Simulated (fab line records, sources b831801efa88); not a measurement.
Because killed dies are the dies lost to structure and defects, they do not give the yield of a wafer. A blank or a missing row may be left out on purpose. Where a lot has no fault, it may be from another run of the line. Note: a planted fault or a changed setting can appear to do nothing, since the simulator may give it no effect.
fab line records + flow sky130
[record]
- lots = 13
- wafers = 39
- last-day = 50
route steps=708 shown CAP2M@603 METAL4@630 VIA4@660 PAD_OPEN@708
lots that met no fault: taken from a fault-free run of the same line
start-h: hours from the record's opening day to when the first of the lot's shown wafers began + wait-h: hours since the lot's step before + " repeats the value in the row above + L1.1+2: one row covering several wafers at once + - no value, or no start was given + * or withheld: withheld + < > ~ a bound
route shown NAME@n: names a module that has steps shown in the file, with the first one's number in the route + usual: mean and standard deviation over wafers with no fault + same: alike in all rows + chamber/n: place in a boat + sites: readings site by site + _std_site: how widely they spread, as a standard deviation + _edge_site: outer sites' mean less inner sites' + radius-mm: for every site, how far away it sits from the centre of the wafer + mask NAME#n: copy n + behind: the most recent tool/chamber to have shaped the wafer + hold: reason for holding the lot/hours on hold/outcome of the hold + device: the transistor (n, p or np) that didn't switch + end of line: the route-end tests of the same wafers + a step without rows: its recipe alone + killed: dies that structure and defects cost at the first sort, which is not the same as the wafer's yield + map: shows each die of a wafer: x if killed, . if not, _ if none is there
set.NAME: the run value of the setting; set.NAME@STEP: its run value at that earlier step + model.NAME: the simulator's own value behind a step, which no gauge read
route steps across a sampled set of lots; one table per step, one row per wafer
services: from which hour (start-h, from the record's first day; less than 0 if before it) a tool's chamber was out of use, for how many hours, and why
[[steps]]
[step SKY_CAP2M_CVD_00]
[recipe]
- material = SiO2
- target-thk-nm = 15.5
- temp-c = 400
- time-s = withheld
- rf-w = 450
[usual]
- heater-power-w = 704/76
| lot.wafer | tool     | chamber | start-h | wait-h | heater-power-w |
|-----------|----------|---------|---------|--------|----------------|
| L542.1    | pecvd-03 | 1       | 937.71  | 0.0    | 838            |
| L542.3    | "        | 0       | "       | "      | 622            |
| L542.4    | "        | 1       | "       | "      | 866            |
| L543.1    | pecvd-02 | 0       | 939.53  | 0.0    | 829            |
| L543.5    | "        | 0       | "       | "      | 808            |
| L543.6    | "        | 2       | "       | "      | 762            |
| L544.1    | pecvd-04 | 2       | 944.98  | 0.0    | 638            |
| L544.3    | "        | 0       | "       | "      | 738            |
| L544.5    | "        | 1       | "       | "      | 683            |
| L546.2    | pecvd-04 | 0       | 966.08  | 0.0    | 685            |
| L546.5    | "        | 0       | "       | "      | 731            |
| L546.6    | "        | 2       | "       | "      | 641            |
| L547.2    | pecvd-04 | 0       | 970.68  | 0.0    | 780            |
| L547.4    | "        | 0       | "       | "      | 761            |
| L547.6    | "        | 1       | "       | "      | 607            |
| L554.1    | pecvd-02 | 2       | 1012.88 | 0.0    | 781            |
| L554.2    | "        | 1       | "       | "      | 706            |
| L554.3    | "        | 0       | "       | "      | 833            |
| L556.1    | pecvd-02 | 2       | 1052.76 | 0.0    | 664            |
| L556.2    | "        | 0       | "       | "      | 667            |
| L556.4    | "        | 1       | "       | "      | 715            |
| L558.1    | pecvd-03 | 2       | 1053.03 | 0.0    | 729            |
| L558.5    | "        | 2       | "       | "      | 733            |
| L558.6    | "        | 0       | "       | "      | 604            |
| L559.1    | pecvd-04 | 0       | 1054.38 | 0.0    | 666            |
| L559.2    | "        | 2       | "       | "      | 679            |
| L559.4    | "        | 1       | "       | "      | 644            |
| L560.3    | pecvd-04 | 1       | 1054.98 | 0.0    | 574            |
| L560.4    | "        | 1       | "       | "      | 579            |
| L560.5    | "        | 2       | "       | "      | 681            |
| L561.1    | pecvd-02 | 0       | 1056.41 | 0.0    | 821            |
| L561.5    | "        | 0       | "       | "      | 820            |
| L561.6    | "        | 2       | "       | "      | 768            |
| L562.3    | pecvd-03 | 1       | 1060.27 | 0.0    | 853            |
| L562.5    | "        | 2       | "       | "      | 756            |
| L562.6    | "        | 0       | "       | "      | 648            |
| L563.2    | pecvd-02 | 1       | 1078.42 | 0.0    | 709            |
| L563.4    | "        | 0       | "       | "      | 819            |
| L563.5    | "        | 1       | "       | "      | 722            |
[step SKY_METAL4_OVL_MEAS_14]
[usual]
- METAL4_OVL = 3/6.1
| lot.wafer | tool       | chamber | start-h | wait-h | METAL4_OVL[nm] |
|-----------|------------|---------|---------|--------|----------------|
| L542.1    | overlay-01 | -       | 987.28  | 0.1    | 6              |
| L542.3    | "          | -       | "       | "      | 1              |
| L542.4    | "          | -       | "       | "      | -1             |
| L543.1    | overlay-01 | -       | 989.38  | 0.1    | 2              |
| L543.5    | "          | -       | "       | "      | -1             |
| L543.6    | "          | -       | "       | "      | -1             |
| L544.1    | overlay-01 | -       | 992.99  | 0.1    | 0              |
| L544.3    | "          | -       | "       | "      | -9             |
| L544.5    | "          | -       | "       | "      | -4             |
| L546.2    | overlay-01 | -       | 1014.79 | 0.1    | 9              |
| L546.5    | "          | -       | "       | "      | 12             |
| L546.6    | "          | -       | "       | "      | 16             |
| L547.2    | overlay-01 | -       | 1019.79 | 0.1    | 8              |
| L547.4    | "          | -       | "       | "      | 4              |
| L547.6    | "          | -       | "       | "      | 8              |
| L554.1    | overlay-01 | -       | 1059.43 | 0.1    | 4              |
| L554.2    | "          | -       | "       | "      | 2              |
| L554.3    | "          | -       | "       | "      | 9              |
| L556.1    | overlay-01 | -       | 1096.73 | 0.1    | 3              |
| L556.2    | "          | -       | "       | "      | 0              |
| L556.4    | "          | -       | "       | "      | 4              |
| L558.1    | overlay-02 | -       | 1097.93 | 0.1    | 2              |
| L558.5    | "          | -       | "       | "      | 6              |
| L558.6    | "          | -       | "       | "      | -4             |
| L559.1    | overlay-02 | -       | 1098.64 | 0.1    | 1              |
| L559.2    | "          | -       | "       | "      | 11             |
| L559.4    | "          | -       | "       | "      | 4              |
| L560.3    | overlay-02 | -       | 1099.09 | 0.1    | 5              |
| L560.4    | "          | -       | "       | "      | 4              |
| L560.5    | "          | -       | "       | "      | 3              |
| L561.1    | overlay-01 | -       | 1099.69 | 0.1    | -4             |
| L561.5    | "          | -       | "       | "      | -6             |
| L561.6    | "          | -       | "       | "      | -11            |
| L562.3    | overlay-02 | -       | 1104.14 | 0.1    | 6              |
| L562.5    | "          | -       | "       | "      | -11            |
| L562.6    | "          | -       | "       | "      | -7             |
| L563.2    | overlay-02 | -       | 1120.59 | 0.1    | 3              |
| L563.4    | "          | -       | "       | "      | 0              |
| L563.5    | "          | -       | "       | "      | 2              |
[step SKY_METAL4_METAL_ETCH_18]
[recipe]
- target-depth-a = 8450
- stop-on = SiO2
- over-etch-frac = 0.3
- time-s = 183.1
- chemistry = Cl2/BCl3
- resist-sidewall-deg = 88
- pressure-mtorr = 10
- icp-w = 900
- bias-w = 48.5
- Cl2_flow_sccm = 60
- bcl3-flow-sccm = 30
[usual]
- drypump-motor-current-A = 5.5/0.3
- mfc-cl2-sccm = 60.05/0.18
- oes-product-au = 0.865/0.0065
- throttle-valve-pct = 22.264/0.0083
| lot.wafer | tool         | chamber | start-h | wait-h | drypump-motor-current-A | mfc-cl2-sccm | oes-product-au | rf-hours-counter-h | throttle-valve-pct |
|-----------|--------------|---------|---------|--------|-------------------------|--------------|----------------|--------------------|--------------------|
| L542.1    | rie-metal-01 | 1       | 987.46  | 0.0    | 4.9                     | 60.22        | 0.863          | 13                 | 22.271             |
| L542.3    | "            | 1       | "       | "      | 4.9                     | 59.88        | 0.861          | -                  | 22.260             |
| L542.4    | "            | 0       | "       | "      | 5.6                     | 60.05        | 0.858          | -                  | 22.249             |
| L543.1    | rie-metal-02 | 0       | 989.57  | 0.0    | 5.6                     | 60.23        | 0.866          | 15                 | 22.261             |
| L543.5    | "            | 0       | "       | "      | 5.7                     | 60.03        | 0.857          | -                  | 22.274             |
| L543.6    | "            | 1       | "       | "      | 5.6                     | 60.35        | 0.861          | -                  | 22.261             |
| L544.1    | rie-metal-02 | 0       | 993.17  | 0.0    | 5.7                     | 60.11        | 0.857          | 15                 | 22.272             |
| L544.3    | "            | 0       | "       | "      | 5.7                     | 60.01        | 0.865          | -                  | 22.272             |
| L544.5    | "            | 1       | "       | "      | 5.6                     | 60.26        | 0.869          | -                  | 22.254             |
| L546.2    | rie-metal-02 | 1       | 1015.03 | 0.1    | 5.6                     | 59.78        | 0.866          | -                  | 22.261             |
| L546.5    | "            | 1       | "       | "      | 5.6                     | 59.96        | 0.859          | -                  | 22.264             |
| L546.6    | "            | 1       | "       | "      | 5.6                     | 59.63        | 0.868          | -                  | 22.276             |
| L547.2    | rie-metal-02 | 1       | 1019.96 | 0.0    | 5.6                     | 60.14        | 0.867          | 11                 | 22.256             |
| L547.4    | "            | 1       | "       | "      | 5.6                     | 60.21        | 0.858          | -                  | 22.274             |
| L547.6    | "            | 0       | "       | "      | 5.7                     | 60.33        | 0.864          | -                  | 22.265             |
| L554.1    | rie-metal-02 | 0       | 1059.62 | 0.0    | 5.7                     | 60.26        | 0.862          | 19                 | 22.275             |
| L554.2    | "            | 1       | "       | "      | 5.6                     | 60.18        | 0.849          | 13                 | 22.269             |
| L554.3    | "            | 0       | "       | "      | 5.7                     | 60.22        | 0.857          | -                  | 22.259             |
| L556.1    | rie-metal-01 | 0       | 1096.91 | 0.0    | 5.6                     | 59.91        | 0.869          | 25                 | 22.269             |
| L556.2    | "            | 1       | "       | "      | 4.9                     | 60.35        | 0.879          | 20                 | 22.247             |
| L556.4    | "            | 1       | "       | "      | 4.9                     | 60.20        | 0.869          | -                  | 22.257             |
| L558.1    | rie-metal-02 | 0       | 1098.12 | 0.0    | 5.7                     | 59.99        | 0.868          | 22                 | 22.279             |
| L558.5    | "            | 1       | "       | "      | 5.6                     | 60.06        | 0.852          | -                  | 22.252             |
| L558.6    | "            | 0       | "       | "      | 5.6                     | 59.76        | 0.861          | -                  | 22.253             |
| L559.1    | rie-metal-01 | 1       | 1098.82 | 0.0    | 4.9                     | 60.15        | 0.878          | 20                 | 22.256             |
| L559.2    | "            | 0       | "       | "      | 5.6                     | 60.10        | 0.868          | 25                 | 22.260             |
| L559.4    | "            | 1       | "       | "      | 4.9                     | 60.00        | 0.873          | -                  | 22.256             |
| L560.3    | rie-metal-03 | 0       | 1099.37 | 0.1    | 5.6                     | 60.13        | 0.861          | -                  | 22.272             |
| L560.4    | "            | 1       | "       | "      | 5.8                     | 60.04        | 0.862          | -                  | 22.257             |
| L560.5    | "            | 1       | "       | "      | 5.8                     | 59.81        | 0.867          | -                  | 22.256             |
| L561.1    | rie-metal-02 | 1       | 1099.87 | 0.0    | 5.7                     | 59.91        | 0.859          | 16                 | 22.259             |
| L561.5    | "            | 0       | "       | "      | 5.7                     | 60.02        | 0.868          | -                  | 22.270             |
| L561.6    | "            | 1       | "       | "      | 5.6                     | 59.92        | 0.860          | -                  | 22.263             |
| L562.3    | rie-metal-02 | 1       | 1104.37 | 0.1    | 5.6                     | 60.16        | 0.854          | -                  | 22.275             |
| L562.5    | "            | 0       | "       | "      | 5.7                     | 60.26        | 0.872          | -                  | 22.267             |
| L562.6    | "            | 1       | "       | "      | 5.6                     | 60.10        | 0.856          | -                  | 22.264             |
| L563.2    | rie-metal-01 | 0       | 1120.90 | 0.0    | 5.6                     | 60.00        | 0.875          | 27                 | 22.256             |
| L563.4    | "            | 1       | "       | "      | 4.9                     | 60.07        | 0.871          | -                  | 22.272             |
| L563.5    | "            | 1       | "       | "      | 4.9                     | 59.99        | 0.864          | -                  | 22.270             |
[step SKY_VIA4_CMP_21]
[recipe]
- stop-on = SiO2
- t-overpolish-s = 25
- down-force-psi = 3.5
- platen-rpm = 60
- target-thk-nm = 0
- pad-velocity-m-s = 0.94248
[usual]
- edge-zone-pressure-frac = 1.001/0.005
- head-pressure-psi = 3.500/0.0076
- motor-current-A = 11.7/0.89
- overpolish-run-s = 25.000/0.0097
- time-to-endpoint-s = 123/6.5
| lot.wafer | tool   | chamber | start-h | wait-h | edge-zone-pressure-frac | head-pressure-psi | motor-current-A | overpolish-run-s | time-to-endpoint-s |
|-----------|--------|---------|---------|--------|-------------------------|-------------------|-----------------|------------------|--------------------|
| L542.3    | cmp-02 | 1       | 1013.09 | 0.0    | 1.003                   | 3.502             | 12.0            | 25.009           | 131                |
| L542.1    | "      | 2       | "       | "      | 1.002                   | 3.485             | 10.6            | 24.999           | 118                |
| L542.4    | "      | 3       | "       | "      | 0.999                   | 3.497             | 11.4            | 25.002           | 117                |
| L543.1    | cmp-02 | 3       | 1015.00 | 0.1    | 1.004                   | 3.489             | 11.1            | 24.982           | 127                |
| L543.6    | "      | 3       | "       | "      | 1.001                   | 3.508             | 11.2            | 24.993           | 126                |
| L543.5    | "      | 0       | "       | "      | 0.994                   | 3.498             | 11.5            | 24.971           | 114                |
| L544.1    | cmp-01 | 2       | 1019.11 | 0.1    | 1.002                   | 3.492             | 10.2            | 24.989           | 136                |
| L544.3    | "      | 3       | "       | "      | 0.996                   | 3.492             | 12.3            | 25.010           | 133                |
| L544.5    | "      | 2       | "       | "      | 1.009                   | 3.500             | 10.6            | 24.983           | 132                |
| L546.2    | cmp-02 | 2       | 1040.31 | 0.1    | -                       | -                 | -               | -                | -                  |
| L546.6    | "      | 0       | "       | "      | -                       | -                 | -               | -                | -                  |
| L546.5    | "      | 1       | "       | "      | -                       | -                 | -               | -                | -                  |
| L547.4    | cmp-02 | 1       | 1044.84 | 0.1    | -                       | -                 | -               | -                | -                  |
| L547.2    | "      | 3       | "       | "      | -                       | -                 | -               | -                | -                  |
| L547.6    | "      | 1       | "       | "      | -                       | -                 | -               | -                | -                  |
| L554.2    | cmp-02 | 2       | 1084.33 | 0.3    | 1.000                   | 3.507             | 10.6            | 24.995           | 128                |
| L554.1    | "      | 3       | "       | "      | 1.007                   | 3.496             | 11.1            | 24.994           | 121                |
| L554.3    | "      | 0       | "       | "      | 1.005                   | 3.505             | 12.0            | 25.010           | 119                |
| L556.4    | cmp-02 | 2       | 1119.62 | 0.0    | 1.001                   | 3.499             | 10.5            | 25.012           | 123                |
| L556.1    | "      | 3       | "       | "      | 1.005                   | 3.492             | 11.3            | 25.003           | 123                |
| L556.2    | "      | 1       | "       | "      | 0.997                   | 3.509             | 11.7            | 25.009           | 126                |
| L558.1    | cmp-02 | 2       | 1121.39 | 0.3    | 1.009                   | 3.502             | 10.9            | 25.003           | 121                |
| L558.5    | "      | 0       | "       | "      | 0.994                   | 3.501             | 11.1            | 25.003           | 116                |
| L558.6    | "      | 1       | "       | "      | 1.002                   | 3.488             | 13.0            | 24.989           | 125                |
| L559.2    | cmp-01 | 3       | 1121.88 | 0.1    | 1.010                   | 3.508             | 12.1            | 25.001           | 115                |
| L559.4    | "      | 0       | "       | "      | 1.001                   | 3.495             | 12.5            | 25.016           | 119                |
| L559.1    | "      | 1       | "       | "      | 0.998                   | 3.495             | 12.5            | 24.998           | 132                |
| L560.3    | cmp-01 | 3       | 1122.74 | 0.0    | 0.993                   | 3.503             | 11.9            | 24.992           | 118                |
| L560.4    | "      | 2       | "       | "      | 1.000                   | 3.493             | 10.0            | 25.011           | 128                |
| L560.5    | "      | 3       | "       | "      | 1.006                   | 3.512             | 12.6            | 24.993           | 118                |
| L561.1    | cmp-01 | 2       | 1123.19 | 0.4    | 1.011                   | 3.503             | 9.9             | 25.006           | 117                |
| L561.6    | "      | 3       | "       | "      | 1.006                   | 3.485             | 12.5            | 24.999           | 117                |
| L561.5    | "      | 0       | "       | "      | 1.001                   | 3.504             | 12.2            | 25.009           | 114                |
| L562.3    | cmp-01 | 0       | 1126.41 | 0.0    | 1.000                   | 3.497             | 12.8            | 24.999           | 118                |
| L562.5    | "      | 0       | "       | "      | 1.010                   | 3.506             | 12.6            | 24.993           | 116                |
| L562.6    | "      | 1       | "       | "      | 1.001                   | 3.510             | 13.3            | 24.991           | 124                |
| L563.2    | cmp-02 | 2       | 1142.72 | 0.1    | 1.004                   | 3.503             | 10.9            | 25.013           | 124                |
| L563.4    | "      | 3       | "       | "      | 0.997                   | 3.487             | 10.9            | 24.999           | 117                |
| L563.5    | "      | 1       | "       | "      | 1.002                   | 3.515             | 12.4            | 24.992           | 134                |
[step SKY_PAD_OPEN_PROBE_99]
[usual]
- defect-limited-yield = 82.4/1.9
- killed_at_M0_to_M3 = 44/6.5
- killed_at_M4_up = 2.9/1.7
- killed-at-contacts = 24/5.7
- killed-at-front-end = 16/4.4
- killed-at-other = 0.2/0.48
- killed-dies = 87/9.6
- killed-on-rim = 17/3.8
- killed-open = 48/6.7
- killed-short = 38/6.2
[same]
- gross-dies = 492
- killed-at-back-side = 0
| lot.wafer | tool      | chamber | start-h | wait-h | defect-limited-yield[%] | killed_at_M0_to_M3 | killed_at_M4_up | killed-at-contacts | killed-at-front-end | killed-at-other | killed-dies | killed-on-rim | killed-open | killed-short |
|-----------|-----------|---------|---------|--------|-------------------------|--------------------|-----------------|--------------------|---------------------|-----------------|-------------|---------------|-------------|--------------|
| L542.1    | prober-02 | -       | 1084.56 | 0.1    | 82.1                    | 51                 | 5               | 18                 | 14                  | 0               | 88          | 17            | 57          | 31           |
| L542.3    | prober-02 | -       | 1084.66 | 0.2    | 81.9                    | 50                 | 4               | 20                 | 15                  | 0               | 89          | 24            | 54          | 35           |
| L542.4    | prober-02 | -       | 1084.71 | 0.2    | 82.3                    | 48                 | 1               | 21                 | 17                  | 0               | 87          | 13            | 56          | 29           |
| L546.2    | prober-01 | -       | 1108.03 | 0.1    | 0                       | 31                 | 416             | 28                 | 17                  | 0               | 492         | 96            | 41          | 37           |
| L546.5    | prober-01 | -       | 1108.18 | 0.2    | 0                       | 43                 | 408             | 24                 | 16                  | 1               | 492         | 96            | 50          | 33           |
| L546.6    | prober-01 | -       | 1108.23 | 0.2    | 0                       | 43                 | 409             | 24                 | 15                  | 1               | 492         | 96            | 48          | 35           |
| L547.2    | prober-02 | -       | 1111.43 | 0.1    | 0                       | 47                 | 394             | 23                 | 28                  | 0               | 492         | 96            | 50          | 51           |
| L547.4    | prober-02 | -       | 1111.53 | 0.2    | 0                       | 44                 | 409             | 20                 | 19                  | 0               | 492         | 96            | 45          | 42           |
| L547.6    | prober-02 | -       | 1111.63 | 0.2    | 0                       | 42                 | 405             | 27                 | 17                  | 1               | 492         | 96            | 53          | 37           |
| L554.2    | prober-02 | -       | 1146.87 | 0.1    | 81.1                    | 53                 | 6               | 23                 | 11                  | 0               | 93          | 12            | 56          | 36           |
| L554.3    | prober-02 | -       | 1146.92 | 0.2    | 82.5                    | 41                 | 3               | 31                 | 11                  | 0               | 86          | 16            | 45          | 40           |
| L556.1    | prober-01 | -       | 1178.37 | 0.1    | 83.9                    | 42                 | 3               | 22                 | 12                  | 0               | 79          | 17            | 46          | 33           |
| L556.2    | prober-01 | -       | 1178.42 | 0.1    | 85.2                    | 37                 | 5               | 18                 | 13                  | 0               | 73          | 14            | 41          | 32           |
| L556.4    | prober-01 | -       | 1178.52 | 0.2    | 84.8                    | 39                 | 3               | 23                 | 9                   | 1               | 75          | 14            | 45          | 30           |
// killed by level:class
L542.1 VIA1:geometric-particle:open=13 VIA2:geometric-particle:open=12 VIA3:geometric-particle:open=8 LI_CONTACT:geometric-particle:open=7 METAL2:geometric-particle:short=7 CONTACT:geometric-particle:open=6 POLY_GATE:geometric-particle:short=4 VIA1:geometric-particle:short=4
L542.3 VIA1:geometric-particle:open=12 CONTACT:geometric-particle:open=8 VIA3:geometric-particle:open=8 METAL2:geometric-particle:short=7 VIA2:geometric-particle:open=6 LI_CONTACT:geometric-particle:open=5 METAL1:geometric-particle:short=5 FIELD_ISO:geometric-particle:short=4
L542.4 VIA1:geometric-particle:open=16 CONTACT:geometric-particle:open=8 VIA3:geometric-particle:open=8 FIELD_ISO:geometric-particle:short=6 LI_CONTACT:geometric-particle:open=6 VIA2:geometric-particle:open=6 VIA1:geometric-particle:short=5 POLY_GATE:geometric-particle:open=4
L546.2 VIA4:area-cmp=414 VIA1:geometric-particle:open=9 LI_CONTACT:geometric-particle:open=9 CONTACT:geometric-particle:short=6 CONTACT:geometric-particle:open=6 FIELD_ISO:geometric-particle:short=5 POLY_GATE:geometric-particle:short=5 METAL2:geometric-particle:short=5
L546.5 VIA4:area-cmp=408 CONTACT:geometric-particle:open=13 VIA1:geometric-particle:open=8 VIA3:geometric-particle:open=8 VIA2:geometric-particle:open=7 METAL1:geometric-particle:short=7 POLY_GATE:geometric-particle:short=6 CONTACT:geometric-particle:short=6
L546.6 VIA4:area-cmp=408 VIA1:geometric-particle:open=12 LI_CONTACT:geometric-particle:short=8 CONTACT:geometric-particle:open=8 VIA3:geometric-particle:open=8 VIA2:geometric-particle:open=6 POLY_GATE:geometric-particle:open=4 LOCAL_INTERCONNECT:geometric-particle:short=4
L547.2 VIA4:area-cmp=391 METAL2:geometric-particle:short=9 FIELD_ISO:geometric-particle:open=8 LI_CONTACT:geometric-particle:open=8 VIA1:geometric-particle:open=8 POLY_GATE:geometric-particle:open=7 POLY_GATE:geometric-particle:short=6 CONTACT:geometric-particle:open=6
L547.4 VIA4:area-cmp=405 CONTACT:geometric-particle:open=13 VIA1:geometric-particle:open=9 VIA1:geometric-particle:short=7 VIA2:geometric-particle:open=7 FIELD_ISO:geometric-particle:short=6 POLY_GATE:geometric-particle:short=6 VIA3:geometric-particle:short=6
L547.6 VIA4:area-cmp=402 CONTACT:geometric-particle:open=13 VIA1:geometric-particle:open=8 VIA1:geometric-particle:short=7 VIA2:geometric-particle:open=7 LI_CONTACT:geometric-particle:open=6 VIA3:geometric-particle:open=6 FIELD_ISO:geometric-particle:open=4
L554.2 VIA1:geometric-particle:open=12 VIA2:geometric-particle:open=12 CONTACT:geometric-particle:open=10 LOCAL_INTERCONNECT:geometric-particle:short=5 METAL1:geometric-particle:short=5 METAL2:geometric-particle:short=5 VIA3:geometric-particle:open=5 LI_CONTACT:geometric-particle:open=4
L554.3 CONTACT:geometric-particle:open=13 VIA2:geometric-particle:open=8 METAL2:geometric-particle:short=8 LI_CONTACT:geometric-particle:open=7 CONTACT:geometric-particle:short=6 POLY_GATE:geometric-particle:short=5 METAL1:geometric-particle:short=5 METAL2:geometric-particle:open=4
L556.1 VIA2:geometric-particle:open=9 VIA1:geometric-particle:open=7 VIA3:geometric-particle:open=6 LI_CONTACT:geometric-particle:open=6 CONTACT:geometric-particle:open=6 METAL2:geometric-particle:short=6 FIELD_ISO:geometric-particle:open=4 LOCAL_INTERCONNECT:geometric-particle:short=4
L556.2 VIA3:geometric-particle:open=8 CONTACT:geometric-particle:open=7 METAL1:geometric-particle:short=7 FIELD_ISO:geometric-particle:short=6 LI_CONTACT:geometric-particle:open=6 VIA2:geometric-particle:open=6 VIA1:geometric-particle:open=5 POLY_GATE:geometric-particle:open=3
L556.4 VIA1:geometric-particle:open=12 CONTACT:geometric-particle:open=9 METAL1:geometric-particle:short=6 METAL2:geometric-particle:short=6 VIA3:geometric-particle:open=6 FIELD_ISO:geometric-particle:open=5 LI_CONTACT:geometric-particle:open=5 LOCAL_INTERCONNECT:geometric-particle:short=4
[[services]]
| tool         | chamber | start-h | hours | kind                           |
|--------------|---------|---------|-------|--------------------------------|
| cmp-02       | -       | 924.73  | 4.0   | pm                             |
| cmp-02       | -       | 928.73  | -     | consumable-replace:conditioner |
| cmp-02       | -       | 928.73  | -     | consumable-replace:pad         |
| pecvd-04     | 0       | 935.69  | 2.1   | scheduled-down                 |
| cmp-01       | -       | 951.59  | 1.4   | repair                         |
| cmp-02       | -       | 973.67  | 5.3   | pm                             |
| cmp-02       | -       | 986.96  | 0.8   | repair                         |
| cmp-01       | -       | 1004.30 | 2.5   | repair                         |
| rie-metal-02 | 0       | 1009.68 | 8.8   | repair                         |
| cmp-01       | -       | 1016.91 | 0.5   | repair                         |
| cmp-01       | -       | 1035.03 | 6.0   | pm                             |
| rie-metal-02 | -       | 1038.57 | 1.4   | pm                             |
| pecvd-02     | 0       | 1040.39 | 2.1   | scheduled-down                 |
| cmp-01       | -       | 1042.83 | 1.2   | repair                         |
| cmp-01       | -       | 1046.64 | 0.9   | repair                         |
| pecvd-03     | -       | 1061.45 | 2.8   | pm                             |
| rie-metal-01 | -       | 1062.25 | 0.5   | repair                         |
| rie-metal-01 | -       | 1075.48 | 14.6  | pm                             |
| cmp-01       | -       | 1083.92 | 1.2   | repair                         |
| cmp-01       | -       | 1085.12 | 4.0   | pm                             |
| cmp-02       | -       | 1094.55 | 1.5   | repair                         |
| pecvd-04     | -       | 1095.08 | 1.8   | repair                         |
| cmp-01       | -       | 1099.13 | 1.3   | repair                         |
| cmp-01       | -       | 1127.51 | 3.6   | repair                         |
[[key]]
[first-sign]
- step = SKY_VIA4_CMP_21
- reading = tool-record
- direction = missing
[effect]
- step = SKY_PAD_OPEN_PROBE_99
- reading = killed_at_M4_up
- direction = up
- sigmas = 99+
- usual = 2.9
- struck = 406.8
[more-kills-born-at]
- SKY_VIA4_CMP_21@cmp-02 = 2428
met-at SKY_VIA4_CMP_21
struck-lots L546,L547
later-rows-left-out L546.2,L546.5,L546.6,L547.2,L547.4,L547.6
not-acting-at SKY_CAP2M_CVD_00,SKY_METAL4_OVL_MEAS_14,SKY_METAL4_METAL_ETCH_18
onset-between 1015.00 1040.31
[fault]
- kind = skipped-step-whole
- tool = cmp-02
- chamber = -
- onset-h = 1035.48
- steps = SKY_VIA4_CMP_21
- scope = struck-lots-only
// later-rows-left-out: the simulator's readings of these wafers behind a module that went badly wrong aren't trusted and aren't shown, but for the sort
